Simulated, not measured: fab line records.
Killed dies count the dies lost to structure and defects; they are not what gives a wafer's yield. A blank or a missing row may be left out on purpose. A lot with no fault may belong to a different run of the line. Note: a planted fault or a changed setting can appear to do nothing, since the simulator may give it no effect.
Which of the tools did it? ; flow gf180mcu ; 14 lots, 42 wafers sampled, at 4 steps of a route of 602

## WHAT THE GAUGES READ, wafer by wafer
The record lacks any reading of a measuring or inspecting step that a usual standard deviation could be used to judge.

## TOOL THAT RAN EACH LOT (tool first, then ch and the chambers of the sampled wafers, then the start)
lot;GF_V1_CVD_02;GF_V1_ETCH_17;GF_V1_STRIP_18;GF_M2_SPUTTER_02
L736;pecvd-04 ch 0,1,2, day 16 23:55;rie diel-03 ch 0,2, day 17 23:48 or earlier;plasma asher-03 ch 0,1, day 17 23:48;pvd sputter-01, day 18 01:10
L738;pecvd-02 ch 0,1, day 17 15:16;rie diel-04 ch 0,2,3, day 18 15:37 or earlier;plasma asher-02 ch 0,1, day 18 15:37;pvd sputter-01, day 18 16:58
L739;pecvd-02 ch 0,1, day 18 04:04;rie diel-03 ch 0,1,3, day 19 04:05 or earlier;plasma asher-01 ch 0,1, day 19 04:05;pvd sputter-02, day 19 05:26
L742;pecvd-03 ch 0,1,2, day 19 08:55;rie diel-03 ch 0,1,3, day 20 10:24 or earlier;plasma asher-01 ch 0,1, day 20 10:24;pvd sputter-04, day 20 11:47
L743;pecvd-02 ch 0,2, day 19 21:37;rie diel-01 ch 0,2, day 20 22:16 or earlier;plasma asher-03 ch 0, day 20 22:16;-
L745;pecvd-02 ch 1,2, day 20 08:17;rie diel-03 ch 0,3, day 21 09:25 or earlier;plasma asher-03 ch 0,1, day 21 09:25;-
L748;pecvd-02 ch 1,2, day 21 22:53;rie diel-04 ch 0,3, day 22 22:54 or earlier;plasma asher-03 ch 0,1, day 22 22:54;pvd sputter-04, day 23 00:20
L750;pecvd-04 ch 0,1,2, day 22 15:21;rie diel-01 ch 0,1,3, day 23 15:00 or earlier;plasma asher-03 ch 0,1, day 23 15:00;pvd sputter-02, day 23 16:35
L751;pecvd-03 ch 0,1, day 23 03:22;rie diel-01 ch 0,2, day 24 02:24 or earlier;plasma asher-03 ch 0, day 24 02:24;pvd sputter-04, day 24 03:45
L752;pecvd-03 ch 0,1,2, day 23 07:40;rie diel-03 ch 0,2,3, day 24 06:18 or earlier;plasma asher-03 ch 0,1, day 24 06:18;pvd sputter-02, day 24 07:39
L753;pecvd-04 ch 0,1, day 23 08:25;rie diel-01 ch 0,3, day 24 07:54 or earlier;plasma asher-01 ch 0,1, day 24 07:54;pvd sputter-01, day 24 09:15
L756;pecvd-03 ch 0,1, day 24 14:38;rie diel-01 ch 0,3, day 25 12:51 or earlier;plasma asher-02 ch 0,1, day 25 12:51;pvd sputter-04, day 25 14:14
L757;pecvd-02 ch 1,2, day 24 15:16;rie diel-03 ch 1,2,3, day 25 13:51 or earlier;plasma asher-02 ch 0, day 25 13:51;pvd sputter-02, day 25 15:13
L759;pecvd-03 ch 0,2, day 25 05:13;rie diel-04 ch 0,2,3, day 26 03:49 or earlier;plasma asher-03 ch 0,1, day 26 03:49;pvd sputter-04, day 26 05:12
- GF_V1_CVD_02: deposits SiO2 from TEOS, target thk 850 nm, time 94.851 s.
- GF_V1_ETCH_17: etches SiO2 in C4F8/O2/Ar, stops on TiN, target depth 630 nm.
- GF_V1_STRIP_18: strips in O2/N2.
- GF_M2_SPUTTER_02: material AlCu, target thk 450 nm, time 23.9 s.

## AS READ BY THE TOOLS THEMSELVES (means over the sampled wafers that have a number; for cases with no such wafer, the mark the record gives instead)
GF_V1_CVD_02. Usual: heater power w reads 703 W (standard deviation 130).
lot;tool;heater power w (W);flag
L736;pecvd-04;722;
L738;pecvd-02;650;
L739;pecvd-02;657;
L742;pecvd-03;724;
L743;pecvd-02;746;
L745;pecvd-02;708;
L748;pecvd-02;680;
L750;pecvd-04;706;
L751;pecvd-03;743;
L752;pecvd-03;727;
L753;pecvd-04;678;
L756;pecvd-03;863;
L757;pecvd-02;670;
L759;pecvd-03;556;

GF_V1_ETCH_17. Usual: oes product au reads 0.855 a.u. (standard deviation 0.0044).
lot;tool;oes product au (a.u.);flag
L736;rie diel-03;0.851;
L738;rie diel-04;0.859;
L739;rie diel-03;0.857;
L742;rie diel-03;0.856;
L743;rie diel-01;0.854;
L745;rie diel-03;0.857;
L748;rie diel-04;0.854;
L750;rie diel-01;0.857;
L751;rie diel-01;0.852;
L752;rie diel-03;0.857;
L753;rie diel-01;0.851;
L756;rie diel-01;0.853;
L757;rie diel-03;0.858;
L759;rie diel-04;0.860;

GF_V1_STRIP_18. Usual: chamber pressure mTorr 1499.8 mTorr, standard deviation 1.2; drypump motor current A 5.65 A, standard deviation 0.18; heater power w 364 W, standard deviation 34; n2 flow sccm 300.0 sccm, standard deviation 0.96; oes product au 0.592 a.u., standard deviation 0.0048.
lot;tool;chamber pressure mTorr (mTorr);drypump motor current A (A);heater power w (W);n2 flow sccm (sccm);oes product au (a.u.);flag
L736;plasma asher-03;1500.1;5.74;346;299.7;0.589;
L738;plasma asher-02;1499.8;5.49;406;300.8;0.594;
L739;plasma asher-01;1499.4;5.71;327;300.0;0.596;
L742;plasma asher-01;1498.0;5.80;347;300.6;0.592;
L743;plasma asher-03;-;-;-;-;-;OFF
L745;plasma asher-03;-;-;-;-;-;OFF
L748;plasma asher-03;1499.8;5.64;353;300.1;0.586;
L750;plasma asher-03;1499.7;5.61;355;299.5;0.590;
L751;plasma asher-03;1499.8;5.86;332;301.5;0.595;
L752;plasma asher-03;1500.5;5.60;356;300.2;0.591;
L753;plasma asher-01;1499.8;5.80;345;300.8;0.594;
L756;plasma asher-02;1500.1;5.55;406;300.6;0.595;
L757;plasma asher-02;1498.9;5.44;390;300.0;0.590;
L759;plasma asher-03;1501.1;5.74;343;299.7;0.592;

GF_M2_SPUTTER_02. Usual: throttle valve pct reads 30.3 % (standard deviation 1.1).
lot;tool;throttle valve pct (%);flag
L736;pvd sputter-01;29.8;
L738;pvd sputter-01;29.5;
L739;pvd sputter-02;30.4;
L742;pvd sputter-04;29.8;
L748;pvd sputter-04;29.4;
L750;pvd sputter-02;30.7;
L751;pvd sputter-04;29.7;
L752;pvd sputter-02;31.3;
L753;pvd sputter-01;29.8;
L756;pvd sputter-04;29.1;
L757;pvd sputter-02;31.0;
L759;pvd sputter-04;29.1;

## THE ANSWER, worked out from the rows above alone
Rule: a lot is off if the mean of its wafers that have a number lies more than 3 standard deviations from the usual mean. A lot without any number at a reading at which 4 lots or more have one is off too. Where the step has rows for the other lots, those lots are counted as sound. Order of review: gauges by route order, followed by the tools' own readings, for which a lot's mean as printed above is used. The first step at which some lot is off is used, and at that step the reading that is off furthest; a lot without a number counts as furthest.
Off: L743, L745 (GF_V1_STRIP_18, chamber pressure mTorr). Without a number there: L743, L745.
A tool fits if, at that step or a process step before it, it ran every lot that is off, and no sound lot after the first of them. GF_V1_ETCH_17: start missing for some lots; hours and lot order therefore follow GF_V1_STRIP_18. Not one of the candidates tried fits.

## WHAT WAS PUT IN BY THE SIMULATOR
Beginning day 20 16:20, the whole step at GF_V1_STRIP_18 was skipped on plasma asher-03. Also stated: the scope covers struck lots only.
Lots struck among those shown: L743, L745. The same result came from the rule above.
